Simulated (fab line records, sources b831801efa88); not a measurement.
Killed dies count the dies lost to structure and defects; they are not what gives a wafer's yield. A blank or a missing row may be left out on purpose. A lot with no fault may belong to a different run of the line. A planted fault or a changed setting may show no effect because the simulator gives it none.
The same fault as seen by 2 desks -- flow gf180mcu -- each desk holds nothing but its own numbers, with what lay behind them at the end

== THE METROLOGY DESK ==
What the gauges read for every lot (on any tool): the sampled wafers with a number, averaged. A lot is out of limits, marked OUT, if its mean lies more than 4 standard deviations from the usual mean; the brackets give that distance.
Columns: A = HV_LDD_CVD_56_THK at GF_HV_LDD_THK_MEAS_57, usual 89.6 nm; B = CONTACT_BOW at GF_CONTACT_BOW_MEAS_05, usual 65 um
lot,first seen here,A,B
L178,day 12 18:16,89.0,64
L179,day 13 04:19,91.2,67
L183,day 14 08:32,89.1,65
L185,day 15 11:54,90.4,61
L189,day 16 14:19,28.2 (-71) OUT,50
L190,day 17 04:32,28.7 (-71) OUT,42
L191,day 17 07:03,90.1,64
L197,day 19 05:20,91.4,66
L198,day 19 07:51,90.5,70
L199,day 19 20:22,90.8,65
L200,day 20 04:17,89.7,65
Per this desk, out of limits: L189, L190; the first was L189, day 16 14:19 (HV_LDD_CVD_56_THK at GF_HV_LDD_THK_MEAS_57). L178, L179, L183, L185, L191, L197, L198, L199, L200: within limits.

== FOR THE TOOL OWNER'S DESK: lpcvd-01 ==
The tool's own readings at GF_HV_LDD_CVD_56 (deposits Si3N4 from DCS/NH3, target thk 90 nm, time 1543 s): means of the sampled wafers that have a number, for each lot that ran on this tool. A lot is out of limits, marked OUT, if its mean lies more than 4 standard deviations from the usual mean; the brackets give that distance.
Columns: A = zone_power_upper_pct at GF_HV_LDD_CVD_56, usual 12.4 %
lot,first seen here,A
L178,day 12 16:50,11.5
L183,day 14 07:06,11.9
L189,day 16 12:53,11.6
L190,day 17 03:06,11.9
This desk's finding: nothing out of limits on any of the 4 lots.

== TAKEN TOGETHER ==
On L189, L190, the metrology desk was in a position to raise an alarm at day 16 14:19.
The desk of the tool owner found nothing out of limits.
Tool owner's desk: L189, L190 on record, inside its limits.
On lpcvd-01, each named lot ran GF_HV_LDD_CVD_56.

== WHAT HAD BEEN PUT IN BY THE SIMULATOR ==
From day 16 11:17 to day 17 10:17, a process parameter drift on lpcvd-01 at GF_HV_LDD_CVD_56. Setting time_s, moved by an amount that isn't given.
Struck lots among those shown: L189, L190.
Delay in hours, fault start to first out-of-limits reading, per desk: metrology desk 3.
